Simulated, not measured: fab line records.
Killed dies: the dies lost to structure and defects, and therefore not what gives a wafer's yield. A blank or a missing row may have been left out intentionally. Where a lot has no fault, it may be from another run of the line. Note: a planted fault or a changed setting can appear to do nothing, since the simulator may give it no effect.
Chamber matching    flow sfq-line    SFQ_TRILAYER_I1_VIA_BARC_OPEN_VIA_ETCH_071 on rie-diel-04: 4 sister chambers
The step etches BARC in O2, target depth 125 nm, time 41.7 s. 4 wafers are shown with their chamber, then 6 later ones without.

WAFERS WITH THEIR CHAMBER
wafer   chamber  drypump-motor-current-A (A)
L485.5  2        5.3
L489.3  1        5.3
L490.3  3        6.0
L490.4  0        5.7

WAFERS WITH NO CHAMBER GIVEN
wafer   drypump-motor-current-A (A)
L490.5  5.7
L492.2  6.0
L492.3  5.7
L492.6  6.0
L498.1  5.7
L501.1  5.4

WHICH CHAMBER EACH ONE RAN IN
wafer   from the rows above      in truth
L490.5  0                        0
L492.2  3                        3
L492.3  0                        0
L492.6  3                        3
L498.1  0                        0
L501.1  can't be placed: 1 or 2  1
Correctly placed: 5 of 6. From these rows, 1 cannot be placed; in 1 the true chamber is one of the candidates. 0 placed wrongly.
How it was worked out, from the rows above alone: a wafer's distance from a chamber is the root of the sum, over the readings, of the square of ((its reading less the chamber's mean) divided by the reading's scatter). If the next closest chamber is less than 2 further off than the closest, the wafer can't be placed; otherwise it belongs to the closest. A chamber's mean is the mean of its shown wafers. The scatter: root of mean squared gap, hidden wafer to nearest shown wafer, with one shown wafer a chamber.
